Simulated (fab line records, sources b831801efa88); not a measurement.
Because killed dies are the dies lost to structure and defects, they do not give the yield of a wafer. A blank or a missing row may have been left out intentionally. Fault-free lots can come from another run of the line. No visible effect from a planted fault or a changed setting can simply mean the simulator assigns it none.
Code-filled problem report in 8D (eight disciplines) form ; flow sky130 ; the parts of the form that need people (team, actions taken, sign-off) are left out

1. PROBLEM STATEMENT
At SKY_FIELD_ISO_ETCH_17, run-length-s averages 113.3 s over 4 wafers from 4 lots, while fault-free wafers read 126.1 s, standard deviation 0.53. Measured from the usual mean, that is -24 standard deviations.
The step: etches Si in HBr/Cl2/O2, target depth 342 nm, time 97.7 s.
First seen on wafer L681.5, day 4 04:26, on rie-si-01. The record has a number at this step for 36 wafers belonging to 12 lots. By rule, "out" or "out of limits" means more than 4 standard deviations away from the usual mean. The other wafers with a number count as sound.

2. WHAT IT IS AND WHAT IT IS NOT
question;is;is not
which readings at this step;run-length-s;drypump-motor-current-A, oes-product-au, throttle-valve-pct
which lots;L681, L682, L683, L684;L672, L674, L675, L676, L677, L690, L694, L695
which wafers of those lots;L681.5, L682.5, L683.4, L684.5;L681.1, L681.2, L682.2, L682.6, L683.1, L683.6, L684.1, L684.2
read on which tools;rie-si-01;rie-si-02
when;from day 4 04:26;"up to then (17 sound wafers); but 15 sound wafers of L682, L683, L684, L690, L694, L695 came after"

3. THE SUSPECTS, EACH WITH WHAT RULES IT OUT
Counting: any tool at a process step up to the reading remains a suspect provided it ran every lot that is out. Sound lots after the first of them don't rule it out here, since some wafers of a struck lot are sound.
- rie-si-01 at SKY_FIELD_ISO_ETCH_17 (etches Si in HBr/Cl2/O2, target depth 342 nm, time 97.7 s): kept. Ran every lot that is out, first one L681 (day 4 04:26); last sound lot up to then L677 (day 3 08:31). On those wafers its own readings are out: run-length-s.
Left after counting: rie-si-01 at SKY_FIELD_ISO_ETCH_17.

4. THE CAUSE (what the simulator had put in)
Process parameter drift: rie-si-01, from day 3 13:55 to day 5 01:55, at SKY_FIELD_ISO_ETCH_17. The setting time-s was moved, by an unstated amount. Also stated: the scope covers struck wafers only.
Only this tool survived the counting.

5. THE EFFECT CHAIN, in route order
Rows list readings where the struck wafers' mean (over those with a number) sits beyond 3 standard deviations from the usual. Scope: only readings with a usual standard deviation given in the record; hours: median across lots of the time from each lot's start at the first step in this table that gives one to its start at this step; sigmas: change in usual standard deviations.
hours;step;reading;usual;on struck wafers;change;sigmas
0;SKY_FIELD_ISO_ETCH_17;run-length-s;126.1 s;113.3;-12.8;-24
Its process steps:
- SKY_FIELD_ISO_ETCH_17: etches Si in HBr/Cl2/O2, target depth 342 nm, time 97.7 s.
Readings that are blank on the struck wafers while sound wafers have them: rf-fwd-power-W at SKY_FIELD_ISO_ETCH_17.

6. WHAT WOULD HAVE CAUGHT IT SOONER
In this record the first reading out of limits was taken at day 4 04:26, 15 hours after the fault began at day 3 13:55.
